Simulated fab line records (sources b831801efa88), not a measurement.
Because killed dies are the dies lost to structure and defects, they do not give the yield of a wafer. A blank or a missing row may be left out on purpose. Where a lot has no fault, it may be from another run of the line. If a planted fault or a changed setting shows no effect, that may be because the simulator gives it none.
What tool caused it? ; flow gf180mcu ; 15 lots, 43 wafers sampled, at 5 steps of a route of 602

WHAT THE GAUGES READ, wafer by wafer
GF_V4_RS_MEAS_24: measurement is done with a four-point probe. Usual: for V4_W_RS the level is 0.327 ohm/sq and the standard deviation is 0.0032.
lot;measured;on;V4_W_RS (ohm/sq);flag
L754;day 25 06:43;film_metro-03;0.325 0.330 0.325;
L755;day 26 02:02;film_metro-01;0.329 0.327 0.330;
L756;day 26 05:17;film_metro-01;0.330 0.327 0.329;
L757;day 26 21:30;film_metro-03;0.319 0.322;
L760;day 27 09:52;film_metro-03;0.322 0.325 0.325;
L762;day 28 00:31;film_metro-03;0.334 0.328;
L766;day 29 04:39;film_metro-02;0.325 0.326 0.328;
L767;day 29 12:28;film_metro-02;0.331 0.328 0.329;
L768;day 29 21:08;film_metro-02;0.324 0.319 0.326;
L769;day 30 01:59;film_metro-02;0.328 0.331 0.334;
L770;day 30 07:37;film_metro-02;0.331 0.330 0.330;
L772;day 30 17:56;film_metro-02;0.332 0.333 0.330;
L773;day 30 23:37;film_metro-01;0.330 0.331 0.330;
L774;day 31 11:44;film_metro-01;0.324 0.327 0.324;
L776;day 31 18:29;film_metro-01;0.323 0.325 0.330;

GF_V5_THK_MEAS_03. Usual: for V5_CVD_02_THK the level is 1453 nm and the standard deviation is 18.
lot;measured;on;V5_CVD_02_THK (nm);flag
L754;day 27 03:49;film_metro-03;1456 1444 1448;
L755;day 27 21:33;film_metro-04;1463 1452 1470;
L756;day 28 01:02;film_metro-04;1453 1479 1492;
L757;day 28 16:16;film_metro-01;1472 1469;
L760;day 29 03:34;film_metro-04;1442 1417 1451;
L762;day 29 17:33;film_metro-03;1453 1489;
L766;day 30 19:55;film_metro-04;1431 1429 1459;
L767;day 31 04:08;film_metro-01;1438 1431 1453;
L768;day 31 12:23;film_metro-03;1450 1457 1473;
L769;day 31 17:14;film_metro-04;1455 1479 1453;
L770;day 31 21:44;film_metro-04;1447 1433 1482;
L772;day 32 08:44;film_metro-03;1444 1454 1456;
L773;day 32 13:10;film_metro-03;1420 1427 1458;
L774;day 33 00:40;film_metro-03;1424 1458 1435;
L776;day 33 07:26;film_metro-01;1435 1427 1460;

GF_PASSIVATION_THK_MEAS_01. Usual: for PASSIVATION_CVD_00_THK the level is 1000 nm and the standard deviation is 13.
lot;measured;on;PASSIVATION_CVD_00_THK (nm);flag
L754;day 28 23:53;film_metro-03;996 987 991;
L755;day 29 15:36;film_metro-01;1006 1005 1006;
L756;day 29 19:21;film_metro-02;1013 1015 1013;
L757;day 30 09:37;film_metro-01;1321 997 1321 998;OFF
L760;day 30 20:37;film_metro-02;1301 994 1009 1301 993 1009;OFF
L762;day 31 09:29;film_metro-01;997 1331 997 1331;OFF
L766;day 32 10:26;film_metro-01;999 996 1011;
L767;day 32 18:08;film_metro-01;994 988 1008;
L768;day 33 01:30;film_metro-02;998 1006 1017;
L769;day 33 05:58;film_metro-01;985 997 1007;
L770;day 33 11:32;film_metro-01;987 975 1015;
L772;day 33 20:42;film_metro-01;999 991 1012;
L773;day 34 01:11;film_metro-02;999 1003 1008;
L774;day 34 11:47;film_metro-03;994 999 1017;
L776;day 34 16:53;film_metro-01;996 985 1002;

EACH LOT AND THE TOOL THAT RAN IT (in order: tool; ch and the chambers of the sampled wafers; start)
lot;GF_M4_SPUTTER_00;GF_PASSIVATION_CVD_00
L754;pvd_sputter-02, day 23 07:39;pecvd-02 ch 0,1,2, day 28 23:49
L755;pvd_sputter-01, day 24 04:11;pecvd-02 ch 0,1,2, day 29 15:32
L756;pvd_sputter-02, day 24 07:21;pecvd-03 ch 0,1,2, day 29 19:16
L757;pvd_sputter-02, day 25 01:01;pecvd-02 ch 1,2, day 30 09:32
L760;pvd_sputter-03, day 25 13:27;pecvd-02 ch 0,1,2, day 30 20:31
L762;pvd_sputter-02, day 26 04:51;pecvd-02 ch 1, day 31 09:25
L766;pvd_sputter-01, day 27 09:35;pecvd-04 ch 0,1, day 32 10:20
L767;pvd_sputter-01, day 27 18:38;pecvd-03 ch 0,1,2, day 32 18:04
L768;pvd_sputter-01, day 28 04:18;pecvd-03 ch 0,1, day 33 01:25
L769;pvd_sputter-02, day 28 08:39;pecvd-03 ch 0,1,2, day 33 05:52
L770;pvd_sputter-01, day 28 14:23;pecvd-03 ch 0,1,2, day 33 11:25
L772;pvd_sputter-01, day 29 00:55;pecvd-03 ch 0,1,2, day 33 20:35
L773;pvd_sputter-01, day 29 07:02;pecvd-03 ch 0,1, day 34 01:07
L774;pvd_sputter-03, day 29 19:33;pecvd-04 ch 0,1, day 34 11:41
L776;pvd_sputter-02, day 30 03:35;pecvd-02 ch 0,1, day 34 16:49
- GF_M4_SPUTTER_00: material Ti, target thk 37.5 nm, time 150 s.
- GF_PASSIVATION_CVD_00: deposits SiO2 from TEOS, target thk 1000 nm, time 111.95 s.

WHAT THE TOOLS THEMSELVES READ (means of the sampled wafers that have a number; where no wafer has one, the mark that the record gives instead)
GF_M4_SPUTTER_00. Usual: throttle_valve_pct reads 30.4 % (standard deviation 0.95).
lot;tool;throttle_valve_pct (%);flag
L754;pvd_sputter-02;30.2;
L755;pvd_sputter-01;30.5;
L756;pvd_sputter-02;28.8;
L757;pvd_sputter-02;30.5;
L760;pvd_sputter-03;31.0;
L762;pvd_sputter-02;30.1;
L766;pvd_sputter-01;30.5;
L767;pvd_sputter-01;30.5;
L768;pvd_sputter-01;30.4;
L769;pvd_sputter-02;30.0;
L770;pvd_sputter-01;30.2;
L772;pvd_sputter-01;31.0;
L773;pvd_sputter-01;30.3;
L774;pvd_sputter-03;31.1;
L776;pvd_sputter-02;30.3;

GF_PASSIVATION_CVD_00. Usual: heater_power_w 701 W, standard deviation 68; susceptor_temp_C 400.01 C, standard deviation 0.23.
lot;tool;heater_power_w (W);susceptor_temp_C (C);flag
L754;pecvd-02;764;400.00;
L755;pecvd-02;766;399.98;
L756;pecvd-03;676;400.13;
L757;pecvd-02;707;399.75;
L760;pecvd-02;750;399.94;
L762;pecvd-02;724;400.04;
L766;pecvd-04;621;400.18;
L767;pecvd-03;711;400.09;
L768;pecvd-03;722;399.80;
L769;pecvd-03;722;399.72;
L770;pecvd-03;741;400.04;
L772;pecvd-03;695;400.00;
L773;pecvd-03;738;400.19;
L774;pecvd-04;672;399.93;
L776;pecvd-02;696;399.92;

THE ANSWER, worked out from the rows above alone
Rule: a lot counts as off when the mean over its wafers that have a number is more than 3 standard deviations away from the usual mean. A lot without any number at a reading at which 4 lots or more have one is off too. All remaining lots with rows at the step are treated as sound. The gauges are gone through in route order, then the tools' own readings, and for those a lot's mean is taken as printed above. At the first step where some lot is off, the reading lying furthest off is the one used; lots without a number count as furthest.
Off: L757, L760, L762, at GF_PASSIVATION_THK_MEAS_01 (PASSIVATION_CVD_00_THK).
A tool fits if, at a process step before that reading, it ran every lot that is off, and no sound lot after the first of them. Those tools and the gauges at GF_PASSIVATION_THK_MEAS_01 are tried in the same way. None of those tried fits.

WHAT HAD BEEN PUT IN BY THE SIMULATOR
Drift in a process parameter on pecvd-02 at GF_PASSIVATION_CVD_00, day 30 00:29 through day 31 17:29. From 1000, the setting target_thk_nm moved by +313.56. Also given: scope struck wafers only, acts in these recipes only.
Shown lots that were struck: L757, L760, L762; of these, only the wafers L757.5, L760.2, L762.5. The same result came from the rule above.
